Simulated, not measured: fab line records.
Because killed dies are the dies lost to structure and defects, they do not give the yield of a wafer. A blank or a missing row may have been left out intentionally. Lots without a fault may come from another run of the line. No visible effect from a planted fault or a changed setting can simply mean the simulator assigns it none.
fab line records    flow gf180mcu
[record] lots = 6  wafers = 16  last-day = 32
route steps=602 shown V5@551 TOP_METAL@567
lots that met no fault: taken from a fault-free run of the same line
start-h: start of the lot's first displayed wafer, in hours after the record's first day    wait-h: hours elapsed since this lot's preceding step    " repeats the value in the row above    L1.1+2: a single row standing in for several wafers    - either no value or no given start    * or withheld: withheld    < > ~ a bound
route shown NAME@n: NAME is a module with steps in the file, n the number in the route of the first one    usual: mean and standard deviation over wafers with no fault    same: alike in all rows    chamber/n: place in a boat    sites: the reading at each site    _std_site: standard deviation across them    _edge_site: mean of outer sites minus mean of inner sites    radius-mm: for every site, how far away it sits from the centre of the wafer    mask NAME#n: copy n    behind: tool/chamber where the wafer was last shaped    hold: cause of the lot's hold/its duration in hours/its outcome    device: which transistor (n, p or np) failed to switch    end of line: the tests these same wafers got at the end of their route    for a step that has no rows: nothing shown but its recipe    killed: the dies lost at the first sort to structure and to defects; this is not the yield of the wafer    map: per-die view of a wafer (x killed, . not killed, _ where there is no die)
set.NAME: the run value of the setting; set.NAME@STEP: its run value at that earlier step    model.NAME: the simulator's own value behind a step, which no gauge read
certain route steps with their lots: each step a table, each wafer a row
services: a tool's chamber out of use, with start hour (start-h, from the record's first day; less than 0 if before it), hours out, and reason
[[steps]]
[step GF_V5_EXPOSE_11]
[recipe] mask-id = Via5  target-cd-nm = 260  na = 0.68  source-shape = conventional  sigma-outer = 0.6  dose-mj = 38
[step GF_V5_PEB_12]
[recipe] peb-temp-c = 135  peb-time-s = 90  resist = KrF
[step GF_V5_DEVELOP_13]
[recipe] develop-time-s = 60  resist = KrF  dev-temp-c = 21
[step GF_V5_CD_MEAS_14]
[recipe] target-cd-nm = 260
[usual] cd-nm = 260.2/1.3
lot.wafer  tool       chamber  start-h  wait-h  cd-nm
L942.2     cd-sem-02  -        636.07   0.1     260.6
L942.4     "          -        "        "       259.3
L942.5     "          -        "        "       259.7
L944.2     cd-sem-01  -        648.06   0.1     259.1
L944.4     "          -        "        "       257.7
L944.6     "          -        "        "       257.7
L947.1     cd-sem-02  -        672.60   0.1     260.0
L947.3     "          -        "        "       260.8
L947.5     "          -        "        "       259.8
L949.1     cd-sem-02  -        687.95   0.1     261.6
L949.4     "          -        "        "       262.7
L949.5     "          -        "        "       261.2
L953.3     cd-sem-02  -        720.09   0.1     259.2
L953.6     "          -        "        "       258.9
L954.3     cd-sem-02  -        720.21   0.1     258.2
L954.6     "          -        "        "       259.8
[step GF_V5_OVL_MEAS_15]
[usual] V5_OVL = -5/5.6
lot.wafer  tool        chamber  start-h  wait-h  V5_OVL[nm]
L942.2     overlay-02  -        636.17   0.1     -6
L942.4     "           -        "        "       -5
L942.5     "           -        "        "       -9
L944.2     overlay-01  -        648.16   0.1     1
L944.4     "           -        "        "       4
L944.6     "           -        "        "       -1
L947.1     overlay-01  -        672.72   0.1     5
L947.3     "           -        "        "       2
L947.5     "           -        "        "       1
L949.1     overlay-01  -        688.07   0.1     -3
L949.4     "           -        "        "       1
L949.5     "           -        "        "       2
L953.3     overlay-01  -        720.18   0.1     -3
L953.6     "           -        "        "       -13
L954.3     overlay-01  -        720.30   0.1     0
L954.6     "           -        "        "       -15
[step GF_V5_ETCH_16]
[recipe] chemistry = N2/H2  target-depth-a = withheld  overetch-a = withheld  time-s = withheld  target = BARC  ion-energy-ev = 200  source-w = 500  bias-w = 100  pressure-mtorr = 30  n2-flow-sccm = 100  h2-flow-sccm = 200
[usual] drypump-motor-current-A = 5.60/0.29  h2-flow-sccm = 200.0/0.57  oes-product-au = 0.854/0.0047  rf-fwd-power-W = 494.0/2.4  throttle-valve-pct = 13.225/0.0098
lot.wafer  tool         chamber  start-h  wait-h  drypump-motor-current-A  h2-flow-sccm  oes-product-au  rf-fwd-power-W  throttle-valve-pct
L942.2     rie-diel-01  2        636.20   0.0     5.52                     199.8         0.852           496.6           13.230
L942.4     "            0        "        "       5.04                     200.1         0.857           494.6           13.222
L942.5     "            2        "        "       5.49                     198.3         0.856           495.9           13.231
L944.2     rie-diel-03  1        648.19   0.0     5.64                     200.6         0.852           493.6           13.238
L944.4     "            3        "        "       5.84                     200.2         0.851           492.2           13.237
L944.6     "            0        "        "       5.86                     200.2         0.858           492.1           13.210
L947.1     rie-diel-01  1        672.75   0.0     5.68                     199.6         0.857           499.8           13.235
L947.3     "            0        "        "       4.98                     199.6         0.851           493.9           13.226
L947.5     "            0        "        "       5.00                     199.2         0.850           495.4           13.203
L949.1     rie-diel-01  0        688.11   0.0     4.99                     201.3         0.853           498.1           13.230
L949.4     "            3        "        "       6.16                     199.5         0.846           491.1           13.213
L949.5     "            0        "        "       5.01                     199.6         0.857           497.6           13.235
L953.3     rie-diel-03  2        720.21   0.0     5.61                     199.7         0.853           494.5           13.237
L953.6     "            1        "        "       5.70                     200.8         0.849           494.1           13.211
L954.3     rie-diel-01  1        720.33   0.0     5.66                     200.2         0.858           496.0           13.209
L954.6     "            0        "        "       5.00                     199.8         0.854           498.2           13.234
[step GF_V5_ETCH_17]
[recipe] chemistry = C4F8/O2/Ar  mask-material = KrF  target = SiO2  stop-on = TiN  source-w = 1500  bias-w = 1200  pressure-mtorr = 40  c4f8-flow-sccm = withheld  O2_flow_sccm = 6  Ar_flow_sccm = 300  time-s = withheld  target-depth-a = 8550
[usual] oes-product-au = 0.859/0.0046  rf-fwd-power-W = 1493/4.7
lot.wafer  tool         chamber  start-h  wait-h  oes-product-au  rf-fwd-power-W
L942.2     rie-diel-01  2        -        -       0.863           1493
L942.4     "            0        "        "       0.858           1500
L942.5     "            2        "        "       0.859           1490
L944.2     rie-diel-03  1        -        -       0.860           1490
L944.4     "            3        "        "       0.851           1497
L944.6     "            0        "        "       0.860           1489
L947.1     rie-diel-01  1        -        -       0.855           1491
L947.3     "            0        "        "       0.862           1481
L947.5     "            0        "        "       0.861           1488
L949.1     rie-diel-01  0        -        -       0.860           1495
L949.4     "            3        "        "       0.868           1490
L949.5     "            0        "        "       0.865           1498
L953.3     rie-diel-03  2        -        -       0.863           1497
L953.6     "            1        "        "       0.867           1490
L954.3     rie-diel-01  1        -        -       0.873           1501
L954.6     "            0        "        "       0.861           1494
[step GF_V5_STRIP_18]
[recipe] chemistry = O2/N2  power-w = 1400  pressure-mtorr = 1500  platen-temp-c = 250  o2-flow-sccm = 3000  n2-flow-sccm = 300  overash-fraction = 0.5
[usual] drypump-motor-current-A = 5.78/0.16  heater-power-w = 324/18  oes-product-au = 0.569/0.005
lot.wafer  tool             chamber  start-h  wait-h  drypump-motor-current-A  heater-power-w  oes-product-au  rf-hours-counter-h
L942.2     plasma-asher-02  1        636.36   -       5.60                     339             0.564           83
L942.4     "                1        "        "       5.61                     339             0.570           -
L942.5     "                0        "        "       5.63                     335             0.575           -
L944.2     plasma-asher-02  1        648.34   -       5.58                     342             0.562           85
L944.4     "                0        "        "       5.66                     344             0.570           -
L944.6     "                1        "        "       5.60                     345             0.565           -
L947.1     plasma-asher-03  1        672.91   -       5.81                     311             0.567           24
L947.3     "                0        "        "       6.01                     306             0.574           -
L947.5     "                1        "        "       5.83                     311             0.570           -
L949.1     plasma-asher-03  1        688.26   -       5.81                     310             0.563           25
L949.4     "                0        "        "       6.00                     315             0.562           -
L949.5     "                0        "        "       6.01                     313             0.576           -
L953.3     plasma-asher-01  1        720.39   -       5.86                     331             0.565           -
L953.6     "                0        "        "       6.01                     277             0.570           -
L954.3     plasma-asher-02  0        720.51   -       5.62                     348             0.570           -
L954.6     "                0        "        "       5.62                     339             0.569           -
[step GF_V5_STRIP_19]
[recipe] chemistry = post-etch-residue-remover  time-s = 1200  temp-c = 72.5
[step GF_V5_CLEAN_20]
[recipe] chemistry = DIW  dry = n2-spin
[step GF_V5_SPUTTER_21]
[recipe] material = Ti  target-thk-nm = 15  chamber-pressure-pa = 5  power-w = 2500  substrate-temp-c = 200  time-s = 80.02
[usual] throttle-valve-pct = 30.5/0.83
lot.wafer  tool            chamber  start-h  wait-h  throttle-valve-pct
L942.2     pvd-sputter-03  -        637.24   0.0     30.9
L942.4     "               -        "        "       30.1
L942.5     "               -        "        "       30.3
L944.2     pvd-sputter-03  -        648.99   0.0     29.9
L944.4     "               -        "        "       29.8
L944.6     "               -        "        "       30.3
L947.1     pvd-sputter-02  -        673.89   0.0     30.3
L947.3     "               -        "        "       30.8
L947.5     "               -        "        "       31.6
L949.1     pvd-sputter-02  -        688.88   0.0     30.4
L949.4     "               -        "        "       31.2
L949.5     "               -        "        "       28.9
L953.3     pvd-sputter-04  -        720.89   0.0     32.0
L953.6     "               -        "        "       32.0
L954.3     pvd-sputter-03  -        721.01   0.0     29.9
L954.6     "               -        "        "       29.9
[step GF_V5_SPUTTER_22]
[recipe] material = TiN  target-thk-nm = 10  chamber-pressure-pa = 5  power-w = 4000  time-s = 40
[usual] throttle-valve-pct = 30.4/0.87
lot.wafer  tool            chamber  start-h  wait-h  throttle-valve-pct
L942.2     pvd-sputter-03  -        637.30   0.0     30.7
L942.4     "               -        "        "       30.0
L942.5     "               -        "        "       29.9
L944.2     pvd-sputter-03  -        649.05   0.0     30.0
L944.4     "               -        "        "       29.9
L944.6     "               -        "        "       30.0
L947.1     pvd-sputter-02  -        673.95   0.0     30.3
L947.3     "               -        "        "       31.1
L947.5     "               -        "        "       31.5
L949.1     pvd-sputter-02  -        688.95   0.0     30.1
L949.4     "               -        "        "       31.1
L949.5     "               -        "        "       28.9
L953.3     pvd-sputter-04  -        720.95   0.0     31.8
L953.6     "               -        "        "       32.1
L954.3     pvd-sputter-03  -        721.07   0.0     30.0
L954.6     "               -        "        "       29.7
[step GF_V5_CVD_23]
[recipe] material = W  target-thk-nm = 350  time-s = 104.9  temp-c = 400  pressure-torr = 40
[usual] heater-power-w = 875/64
lot.wafer  tool      chamber  start-h  wait-h  heater-power-w  model.W_of_V5_CVD_23.thk-nm
L942.2     cvd-w-01  1        637.34   0.0     804             351.1
L942.4     "         1        "        "       815             345.5
L942.5     "         1        "        "       799             349.1
L944.2     cvd-w-01  0        649.09   0.0     865             346.7
L944.4     "         0        "        "       849             350.8
L944.6     "         0        "        "       876             351
L947.1     cvd-w-01  0        673.99   0.0     888             348.4
L947.3     "         0        "        "       877             349.9
L947.5     "         1        "        "       813             345.6
L949.1     cvd-w-02  0        688.98   0.0     869             346
L949.4     "         1        "        "       1015            347.6
L949.5     "         1        "        "       1002            350.6
L953.3     cvd-w-01  1        721.03   0.1     802             515.1
L953.6     "         0        "        "       863             355.5
L954.3     cvd-w-01  1        721.15   0.1     811             515.6
L954.6     "         0        "        "       883             350.6
[step GF_V5_RS_MEAS_24]
[recipe] thk-meas-gauge = four-point-probe  reads = W_of_V5_CVD_23+TiN_of_V5_SPUTTER_22+Ti_of_V5_SPUTTER_21
[usual] V5_W_RS = 0.3285/0.0028
lot.wafer  tool           chamber  start-h  wait-h  V5_W_RS[ohm/sq]
L942.2     film-metro-02  -        637.47   0.1     0.3254
L942.4     "              -        "        "       0.3317
L942.5     "              -        "        "       0.3285
L944.2     film-metro-01  -        649.22   0.1     0.3297
L944.4     "              -        "        "       0.3262
L944.6     "              -        "        "       0.3257
L947.1     film-metro-02  -        674.10   0.1     0.3287
L947.3     "              -        "        "       0.3274
L947.5     "              -        "        "       0.3313
L949.1     film-metro-01  -        689.10   0.1     0.3315
L949.4     "              -        "        "       0.3294
L949.5     "              -        "        "       0.3270
L953.3     film-metro-03  -        721.14   0.1     0.2219
L953.6     "              -        "        "       0.3229
L954.3     film-metro-01  -        721.26   0.1     0.2210
L954.6     "              -        "        "       0.3259
[step GF_V5_THK_MEAS_25]
[recipe] thk-meas-gauge = xrf  reads = W_of_V5_CVD_23
[usual] V5_W_THK = 337.5/2.7
lot.wafer  tool           chamber  start-h  wait-h  V5_W_THK[nm]
L942.2     film-metro-02  -        637.58   0.1     339.5
L942.4     "              -        "        "       335.2
L942.5     "              -        "        "       337.5
L944.2     film-metro-01  -        649.33   0.1     333.7
L944.4     "              -        "        "       337.6
L944.6     "              -        "        "       340.1
L947.1     film-metro-02  -        674.22   0.1     335.2
L947.3     "              -        "        "       337.9
L947.5     "              -        "        "       332.4
L949.1     film-metro-01  -        689.22   0.1     336.8
L949.4     "              -        "        "       338.0
L949.5     "              -        "        "       342.6
L953.3     film-metro-03  -        721.24   0.1     486.4
L953.6     "              -        "        "       341.1
L954.3     film-metro-01  -        721.36   0.1     490.5
L954.6     "              -        "        "       339.4
[step GF_V5_CMP_26]
[recipe] stop-on = SiO2  down-force-psi = 3.5  platen-rpm = 60  t-overpolish-s = 15  target-thk-nm = 0  pad-velocity-m-s = 0.94248
[usual] edge-zone-pressure-frac = 1.000/0.0055  motor-current-A = 11.1/1.2  platen-rpm = 60.01/0.044  retaining-ring-pressure-frac = 1.000/0.0047  slurry-flow-ml-min = 150.0/0.48  time-to-endpoint-s = 84/3.7
lot.wafer  tool    chamber  start-h  wait-h  edge-zone-pressure-frac  motor-current-A  platen-rpm  retaining-ring-pressure-frac  slurry-flow-ml-min  time-to-endpoint-s
L942.4     cmp-01  0        637.63   0.0     1.009                    10.0             59.99       0.999                         150.6               81
L942.2     "       3        "        "       0.997                    12.3             60.05       1.007                         150.2               82
L942.5     "       0        "        "       1.004                    9.6              60.05       1.008                         150.5               81
L944.4     cmp-01  0        649.38   0.0     0.995                    10.3             60.01       1.009                         149.8               85
L944.2     "       3        "        "       0.994                    11.2             59.98       0.997                         149.4               81
L944.6     "       0        "        "       0.998                    10.2             59.96       1.005                         149.9               85
L947.3     cmp-01  2        674.28   0.0     1.006                    8.9              60.04       0.997                         150.0               88
L947.1     "       3        "        "       0.998                    11.2             60.00       1.004                         150.0               87
L947.5     "       2        "        "       1.004                    9.5              60.02       0.989                         150.0               85
L949.4     cmp-01  2        689.33   0.1     1.002                    9.8              59.99       1.001                         150.0               88
L949.1     "       3        "        "       1.003                    11.4             60.00       0.997                         149.5               90
L949.5     "       2        "        "       1.008                    9.3              59.98       1.000                         150.5               87
L953.3     cmp-01  0        721.43   0.2     0.999                    10.5             59.97       1.000                         149.9               122
L953.6     "       1        "        "       1.005                    12.8             59.98       1.000                         149.2               87
L954.3     cmp-01  0        721.68   0.3     1.000                    10.1             60.01       1.003                         149.6               123
L954.6     "       3        "        "       1.006                    11.4             59.98       1.001                         149.9               84
[step GF_TOP_METAL_SPUTTER_00]
[recipe] material = Ti  target-thk-nm = 37.5  arriving-ion-energy-ev = 80  substrate-temp-c = 200  chamber-pressure-pa = 2  power-w = 4000  time-s = 150
[[services]]
tool             chamber  start-h  hours  kind
rie-diel-03      -        623.72   0.2    repair
cmp-01           -        640.96   4.9    pm
plasma-asher-03  -        642.83   2.8    pm
rie-diel-01      1        660.52   4.0    repair
rie-diel-03      -        660.66   15.6   pm
pvd-sputter-03   -        665.04   21.5   repair
pvd-sputter-04   -        677.16   4.4    repair
cvd-w-01         -        683.13   6.9    pm
pvd-sputter-04   -        689.18   13.8   repair
rie-diel-01      3        690.21   3.9    repair
cmp-01           -        693.91   2.3    repair
pvd-sputter-04   0        704.06   -      consumable-replace:kit
pvd-sputter-04   0        704.06   18.0   scheduled-down
pvd-sputter-04   0        704.06   18.0   vent-cycle
cvd-w-02         1        704.41   3.7    repair
rie-diel-01      3        709.52   15.3   repair
[[key]]
[first-sign] step = GF_V5_RS_MEAS_24  reading = V5_W_RS  direction = down  sigmas = 39  usual = 0.3285  struck = 0.2214
[effect] step = GF_V5_THK_MEAS_25  reading = V5_W_THK  direction = up  sigmas = 55  usual = 337.5  struck = 488.4
[effect] step = GF_V5_CMP_26  reading = time-to-endpoint-s  direction = up  sigmas = 10  usual = *  struck = *
[model-effect] step = GF_V5_CVD_23  value = W_of_V5_CVD_23.thk-nm  without = 350.7  struck = 515.3
met-at GF_V5_CVD_23
struck-wafers L953.3,L954.3
onset-between 673.99 721.03
[fault] kind = process-parameter-drift  tool = cvd-w-01  chamber = -  onset-h = 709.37  steps = GF_V5_CVD_23  channel = target-thk-nm  offset = 162.53  shape = step  end-h = 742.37  scope = struck-wafers-only  acts-in = these-recipes-only  stated = 350
